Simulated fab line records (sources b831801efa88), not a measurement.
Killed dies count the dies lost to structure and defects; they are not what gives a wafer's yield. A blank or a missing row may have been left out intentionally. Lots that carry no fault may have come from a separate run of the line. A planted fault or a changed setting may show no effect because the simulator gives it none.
Which tool was responsible? -- flow gf180mcu -- 15 lots, 45 wafers sampled, at 3 steps of a route of 602

== WHAT THE GAUGES SHOWED, per wafer ==
GF_V3_CD_MEAS_14: target cd 260 nm.
lot,measured,on,cd_nm (nm)
L665,day 22 02:50,cd_sem-02,260.1 259.5 258.6
L667,day 22 22:40,cd_sem-01,262.8 261.8 262.2
L668,day 23 08:58,cd_sem-01,260.2 260.5 259.7
L669,day 23 21:46,cd_sem-02,260.2 261.1 260.2
L670,day 24 10:31,cd_sem-01,261.9 261.2 261.6
L671,day 24 14:04,cd_sem-01,259.4 259.1 260.2
L672,day 24 17:31,cd_sem-01,260.7 258.9 260.2
L673,day 25 07:42,cd_sem-01,258.0 258.3 259.0
L674,day 25 08:38,cd_sem-02,260.9 261.6 262.3
L676,day 26 03:37,cd_sem-01,259.7 258.5 259.0
L678,day 27 00:10,cd_sem-02,261.1 261.8 262.2
L684,day 28 18:47,cd_sem-01,259.0 258.2 259.5

== TOOL THAT RAN EACH LOT (tool first, then ch and the chambers of the sampled wafers, then the start) ==
lot,GF_VT_IMPLANT_EXPOSE_04,GF_VT_IMPLANT_STRIP_09
L665,"iline_stepper-01 ch 0, day 5 06:26","plasma_asher-04 ch 0,1, day 5 13:43"
L667,"iline_stepper-01 ch 0, day 5 22:47","plasma_asher-04 ch 0,1, day 6 05:47"
L668,"iline_stepper-01 ch 0, day 6 03:03","plasma_asher-02 ch 0,1, day 6 09:11"
L669,"iline_stepper-02 ch 0, day 6 08:02","plasma_asher-04 ch 1, day 6 14:29"
L670,"iline_stepper-01 ch 0, day 6 14:25","plasma_asher-04 ch 1, day 6 22:11"
L671,"iline_stepper-02 ch 0, day 6 20:53","plasma_asher-04 ch 0,1, day 7 04:23"
L672,"iline_stepper-01 ch 0, day 7 01:12","plasma_asher-04 ch 0, day 7 08:50"
L673,"iline_stepper-02 ch 0, day 7 08:46","plasma_asher-04 ch 0,1, day 7 16:41"
L674,"iline_stepper-01 ch 0, day 7 10:46","plasma_asher-02 ch 0,1, day 7 18:23"
L676,"iline_stepper-02 ch 0, day 8 02:49","plasma_asher-01 ch 0,1, day 8 11:21"
L678,"iline_stepper-02 ch 0, day 8 16:01","plasma_asher-01 ch 0,1, day 8 23:39"
L684,"iline_stepper-02 ch 0, day 10 08:32","plasma_asher-04 ch 0,1, day 10 17:29"
L686,"iline_stepper-02, day 10 13:17","plasma_asher-02 ch 0,1, day 10 22:05"
L687,"iline_stepper-02, day 11 01:39","plasma_asher-02 ch 0,1, day 11 10:56"
L688,"iline_stepper-01, day 11 10:56","plasma_asher-01 ch 0,1, day 11 20:35"
- GF_VT_IMPLANT_EXPOSE_04: exposes mask LVPWELL LV AREA, target cd 600 nm.
- GF_VT_IMPLANT_STRIP_09: strips in O2/N2.

== WHAT THE TOOLS THEMSELVES READ (means of the sampled wafers that have a number; where no wafer has one, the mark that the record gives instead) ==
GF_VT_IMPLANT_EXPOSE_04.
lot,tool,exposure_dose_mJ_cm2,focus_offset_nm (nm)
L665,iline_stepper-01,140.03,-0.0
L667,iline_stepper-01,139.95,0.1
L668,iline_stepper-01,139.98,-0.3
L669,iline_stepper-02,140.12,0.6
L670,iline_stepper-01,140.04,-0.8
L671,iline_stepper-02,140.14,-0.1
L672,iline_stepper-01,140.06,0.1
L673,iline_stepper-02,139.98,0.6
L674,iline_stepper-01,140.00,-0.2
L676,iline_stepper-02,139.99,-0.4
L678,iline_stepper-02,139.95,0.4
L684,iline_stepper-02,140.15,-0.1
L686,iline_stepper-02,-,-
L687,iline_stepper-02,-,-
L688,iline_stepper-01,-,-

GF_VT_IMPLANT_STRIP_09.
lot,tool,drypump_motor_current_A (A),heater_power_w (W),oes_product_au (a.u.),strip_time_to_endpoint_s (s)
L665,plasma_asher-04,5.3,333,0.712,12.62
L667,plasma_asher-04,5.6,349,0.713,12.65
L668,plasma_asher-02,6.2,359,0.719,12.63
L669,plasma_asher-04,5.1,329,0.717,12.64
L670,plasma_asher-04,5.1,328,0.714,12.58
L671,plasma_asher-04,5.3,333,0.712,12.64
L672,plasma_asher-04,5.8,352,0.716,12.61
L673,plasma_asher-04,5.6,344,0.719,12.68
L674,plasma_asher-02,6.2,359,0.716,12.62
L676,plasma_asher-01,6.2,319,0.716,12.69
L678,plasma_asher-01,6.3,308,0.720,12.56
L684,plasma_asher-04,5.6,345,0.714,12.66
L686,plasma_asher-02,6.2,351,0.717,12.60
L687,plasma_asher-02,6.2,357,0.714,12.61
L688,plasma_asher-01,6.3,314,0.714,12.62

== THE ANSWER, worked out from the rows above alone ==
Rule: usual is defined by the lots themselves. The widest of any qualifying gaps counts: lots, ordered by their means at a reading, are off when they make up no more than a third of the lots, leave a main group of 4 or more, and stand apart from it by 3 or more times the standard deviation of that group's means. The tables above print the reading to a certain number of digits; a main group whose means all agree to those digits is not used. Also off: a lot with no number at a reading for which 4 or more lots have one. Where the step has rows for the other lots, those lots are counted as sound. The gauges are gone through in route order, then the tools' own readings, and for those a lot's mean is taken as printed above. At the first step where some lot is off, the reading lying furthest off is the one used; lots without a number count as furthest.
Off: L686, L687, L688 (GF_VT_IMPLANT_EXPOSE_04, exposure_dose_mJ_cm2). Without a number there: L686, L687, L688. Mean 140.03 and standard deviation 0.068 in the main group.
If a tool, at that step or one of the process steps before it, ran each lot that is off and ran no sound lot following the first of them, it fits. No candidate that was tried fits.

== WHAT HAD BEEN PUT IN BY THE SIMULATOR ==
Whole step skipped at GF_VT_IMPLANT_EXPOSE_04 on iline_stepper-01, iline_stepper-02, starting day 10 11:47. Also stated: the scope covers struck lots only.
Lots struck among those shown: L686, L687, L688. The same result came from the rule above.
